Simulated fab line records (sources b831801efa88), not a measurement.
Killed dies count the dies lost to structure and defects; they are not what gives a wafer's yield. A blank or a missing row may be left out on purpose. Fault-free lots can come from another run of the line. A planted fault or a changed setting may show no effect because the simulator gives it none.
A lot that was struck, set against a sound lot    flow sky130    36 steps out of a route of 708
Sound: wafers L170.2, L170.4, L170.5. Wafers L157.1, L157.3, L157.6 were the ones struck. The cause is named last.
For every step that has rows: the tool of each side, followed by ch and its chambers, followed by its first start. Under that, the readings that differ: sound wafers    struck wafers    difference of the means    sigmas: that difference in standard deviations of wafers without a fault.
alike: same words and numbers on both sides, and readings whose means sit less than 2 such deviations apart. not compared: any withheld reading, any reading some wafer has no value for, any bound like >300 that may hide the same value, and any number with overlapping values for which the record gives no deviation.
Wherever a step has rows on one side only, a row that says differs or no value, or a row with sigmas, the two part there. Numbers that don't overlap but have no deviation are shown without sigmas and don't part them. A reading that every wafer of one side lacks parts them only if that side has two wafers or more.

first, 10 steps without rows for these wafers: SKY_POLY_CUT_ETCH_10 (etches BARC in N2/H2, stops on SiO2, time 45.9 s, target depth 60 nm); SKY_POLY_CUT_ETCH_11 (etches Si3N4 in CF4/CH2F2/Ar, stops on poly-Si, time 42.5 s, target depth 60 nm); SKY_POLY_CUT_STRIP_12 (strips in O2/N2); SKY_SD_P_DEHYDRATE_00 (time 60 s); SKY_SD_P_HMDS_01 (prime time 60 s); SKY_SD_P_COAT_02 (resist thk 1140 nm); SKY_SD_P_SOFTBAKE_03 (time 60 s); SKY_SD_P_EXPOSE_04 (exposes mask PSDM, target cd 380 nm); SKY_SD_P_PEB_05; SKY_SD_P_DEVELOP_06 (develop time 60 s).
SKY_SD_P_IMPLANT_09:
  sound on implanter-01 ch 0, day 31 14:27; struck on implanter-02 ch 0, day 27 17:17
reading                    sound                 struck                difference  sigmas
beam energy keV            20.000 20.004 20.010  17.823 17.826 17.820  -2.182      -99 or more
model.implant.rp nm (nm)   18.23 18.23 18.23     16.17 16.17 16.17     -2.06       
model.implant.drp nm (nm)  9.746 9.746 9.746     8.985 8.985 8.985     -0.761      
SKY_SD_P_STRIP_10: strips in O2/N2.
  sound on plasma asher-03 ch 0,1, day 31 14:34; struck on plasma asher-02 ch 0,1, day 27 17:26
reading                       sound              struck             difference  sigmas
strip time to endpoint s (s)  17.47 17.41 17.43  17.09 17.11 17.11  -0.33       -7
  alike: chamber pressure mTorr, drypump motor current A, oes product au
  not compared: rf hours counter h
SKY_SD_P_TW_MEAS_11:
  sound on film metro-04, day 31 14:41; struck on film metro-03, day 27 17:32
reading  sound           struck          difference  sigmas
SD_P_TW  2779 2783 2781  2704 2721 2710  -69         -2
then, 21 steps without rows for these wafers: SKY_RES_XHIGH_DEHYDRATE_00 (time 60 s); SKY_RES_XHIGH_HMDS_01 (prime time 60 s); SKY_RES_XHIGH_COAT_02 (resist thk 1140 nm); SKY_RES_XHIGH_SOFTBAKE_03 (time 60 s); SKY_RES_XHIGH_EXPOSE_04 (exposes mask URPM, target cd 1270 nm); SKY_RES_XHIGH_PEB_05; SKY_RES_XHIGH_DEVELOP_06 (develop time 60 s); SKY_RES_XHIGH_IMPLANT_07; SKY_RES_XHIGH_STRIP_08 (strips in O2/N2); SKY_SD_N_DEHYDRATE_00 (time 60 s); SKY_SD_N_HMDS_01 (prime time 60 s); SKY_SD_N_COAT_02 (resist thk 1140 nm); SKY_SD_N_SOFTBAKE_03 (time 60 s); SKY_SD_N_EXPOSE_04 (exposes mask NSDM, target cd 380 nm); SKY_SD_N_PEB_05; SKY_SD_N_DEVELOP_06 (develop time 60 s); SKY_SD_N_IMPLANT_09; SKY_SD_N_IMPLANT_10; SKY_SD_N_STRIP_11 (strips in O2/N2); SKY_SD_N_CLEAN_13 (cleans in SC1/SC2, time 150 s); SKY_SD_N_RTA_14 (time 2 s).
-- the record jumps here: 2 days lie between the struck wafers' starts before and after --
SKY_SD_N_RS_MEAS_17: measurement is done with a four-point probe.
  sound on film metro-03, day 33 21:27; struck on film metro-04, day 30 02:44
reading           sound                 struck                difference  sigmas
SD_P_RS (ohm/sq)  147.39 147.65 147.59  155.33 155.32 156.05  +8.02       +28
-- a jump in the record: the struck wafers' starts before and after are 17 days apart (it breaks off in module SD_N and resumes in module PAD_OPEN, where the first step shown is number 708 of the route) --
SKY_PAD_OPEN_PROBE_99:
  sound on prober-02, day 50 10:03; struck on prober-02, day 47 12:17
reading                             sound              struck             difference  sigmas
model.etest.res pdiff.line ohm um   1380 1365 1376     1401 1392 1448     +40         
model.etest.res pdiff hv.rs ohm sq  188.6 187.1 188.2  204.1 202.2 201.8  +14.7       
model.etest.res pdiff.rs ohm sq     195.5 194.5 193.9  206.9 205.8 206    +11.6       
  alike: killed_at_M0_to_M3, killed_at_M4_up, killed at contacts, killed at front end, killed at other, killed dies, killed open, killed short

## WHERE THEY PART
Earliest at SKY_SD_P_IMPLANT_09; latest, in this record, at SKY_SD_N_RS_MEAS_17. Later steps at which nothing parts them and some readings are alike: SKY_PAD_OPEN_PROBE_99.

WHY: the cause the simulator had injected
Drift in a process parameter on implanter-02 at SKY_SD_P_IMPLANT_09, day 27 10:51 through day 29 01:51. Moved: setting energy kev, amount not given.
